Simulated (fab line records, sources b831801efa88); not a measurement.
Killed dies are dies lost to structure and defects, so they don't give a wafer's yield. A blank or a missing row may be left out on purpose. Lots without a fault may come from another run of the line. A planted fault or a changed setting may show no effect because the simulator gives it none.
Problem report in the 8D (eight disciplines) form, filled by code | flow sky130 | the parts of the form that need people (team, actions taken, sign-off) are left out

1. THE PROBLEM
CAPM_CVD_00_THK at SKY_CAPM_THK_MEAS_01 reads a mean of 11.29 nm on 4 wafers of 2 lots; wafers without a fault read 15.50 nm with a standard deviation of 0.21. That is -20 standard deviations from the usual mean.
First seen on wafer L889.2, day 40 18:26, on film_metro-03. The record holds 33 wafers of 11 lots with a number at this step. Rule for "out", or "out of limits": more than 4 standard deviations from the usual mean. The other wafers with a number count as sound.

2. WHAT IT IS AND WHAT IT IS NOT
question                    | is                             | is not
which readings at this step | CAPM_CVD_00_THK                | -
which lots                  | L889, L891                     | L876, L877, L878, L881, L888, L893, L895, L897, L899
which wafers of those lots  | L889.2, L889.4, L891.4, L891.5 | L889.1, L891.3
read on which gauges        | film_metro-03, film_metro-04   | film_metro-02
when                        | from day 40 18:26              | up to then (16 sound wafers); but 13 sound wafers of L891, L893, L895, L897, L899 came after

3. SUSPECTS, AND WHAT RULES EACH OUT
Counting: a tool at a process step up to the reading stays a suspect if it ran every lot that is out. Sound lots after the first of them don't rule it out here, since some wafers of a struck lot are sound.
- the gauge at SKY_CAPM_THK_MEAS_01: ruled out. The wafers that are out were read on 2 gauges (film_metro-03, film_metro-04).
- pecvd-04 at SKY_CAPM_CVD_00 (deposits SiO2, target thk 15.5 nm): kept. It ran every lot that is out, first L889 (day 40 18:24); its last sound lot up to then is L888 (day 40 03:08).
- Within pecvd-04 at SKY_CAPM_CVD_00: the wafers that are out ran in chamber 1; their sound lot-mates ran in chamber 0.
Left after counting: pecvd-04 at SKY_CAPM_CVD_00.

4. THE CAUSE (what the simulator had put in)
Process parameter drift: pecvd-04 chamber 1, from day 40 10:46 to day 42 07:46, at SKY_CAPM_CVD_00. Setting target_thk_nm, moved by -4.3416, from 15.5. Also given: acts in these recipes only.
Counting left only this tool.

5. THE CHAIN OF EFFECTS, in route order
Each row: a reading whose mean over the struck wafers that have a number lies more than 3 standard deviations from the usual. Only readings for which the record gives a usual standard deviation are gone through. hours: the time from each lot's start at the first step in this table that gives one to its start at this step, as a median over the lots. sigmas: the change in usual standard deviations.
hours | step                 | reading         | usual      | on struck wafers | change | sigmas
0     | SKY_CAPM_THK_MEAS_01 | CAPM_CVD_00_THK | 15.50 nm   | 11.29            | -4.21  | -20
48    | SKY_METAL3_ETCH_17   | oes_product_au  | 0.755 a.u. | 0.651            | -0.104 | -16
The process steps in it:
- SKY_METAL3_ETCH_17: etches SiO2 in C4F8/O2/Ar, stops on TiN, time 3.9 s, target depth 15 nm.
Later measuring or inspecting steps at which every struck wafer that the step has a row for has a number for every such reading, and none has moved that far: SKY_CAPM_OVL_MEAS_12.

6. WHAT WOULD HAVE CAUGHT IT SOONER
In this record the first reading out of limits at a measuring or inspecting step was taken at day 40 18:26, 8 hours after the fault began at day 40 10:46.
Of the tool readings at SKY_CAPM_CVD_00 for which the record gives a usual standard deviation, none was out on any struck wafer, so an alarm limit of 4 standard deviations on them would not have fired.
Of the lots that are out (2), L891 began SKY_CAPM_CVD_00 on pecvd-04 after day 40 18:26. A hold on the tool at that time would have spared it.
